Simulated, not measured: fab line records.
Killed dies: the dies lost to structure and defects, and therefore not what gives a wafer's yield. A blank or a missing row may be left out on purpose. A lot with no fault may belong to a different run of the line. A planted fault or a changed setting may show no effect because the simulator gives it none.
Matching of chambers + flow sky130 + SKY_VIA3_CMP_24 on cmp-01: 4 sister chambers
The step polishes, stops on SiO2, t overpolish 20 s, target thk 0 nm. 4 wafers are shown with their chamber, then 7 later ones without.

WAFERS, EACH WITH ITS CHAMBER
| wafer  | chamber | motor-current-A (A) |
|--------|---------|---------------------|
| L154.3 | 2       | 10.4                |
| L154.6 | 1       | 9.9                 |
| L156.1 | 0       | 12.7                |
| L156.3 | 3       | 8.9                 |

WAFERS WITHOUT THEIR CHAMBER
| wafer  | motor-current-A (A) |
|--------|---------------------|
| L156.4 | 10.5                |
| L161.1 | 9.6                 |
| L161.3 | 12.4                |
| L161.6 | 10.2                |
| L162.1 | 13.1                |
| L162.3 | 10.0                |
| L162.4 | 9.9                 |

WHICH CHAMBER EACH ONE RAN IN
| wafer  | from the rows above     | in truth                   |
|--------|-------------------------|----------------------------|
| L156.4 | 2                       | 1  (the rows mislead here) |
| L161.1 | can't be placed: 1 or 3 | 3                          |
| L161.3 | 0                       | 0                          |
| L161.6 | can't be placed: 2 or 1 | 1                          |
| L162.1 | 0                       | 0                          |
| L162.3 | can't be placed: 1 or 2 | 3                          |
| L162.4 | 1                       | 1                          |
Correct placement for 3 of the 7. Not placeable from these rows: 3 (in 2, the candidates include the true chamber). Wrongly placed: 1.
How it was worked out, from the rows above alone: a wafer's distance from a chamber is the root of the sum, over the readings, of the square of ((its reading less the chamber's mean) divided by the reading's scatter). If the next closest chamber is less than 2 further off than the closest, the wafer can't be placed; otherwise it belongs to the closest. Each chamber's mean is taken over the wafers shown for it. The scatter (one wafer shown for each chamber): square how far every hidden wafer sits from the nearest shown wafer, average those squares and take the square root.
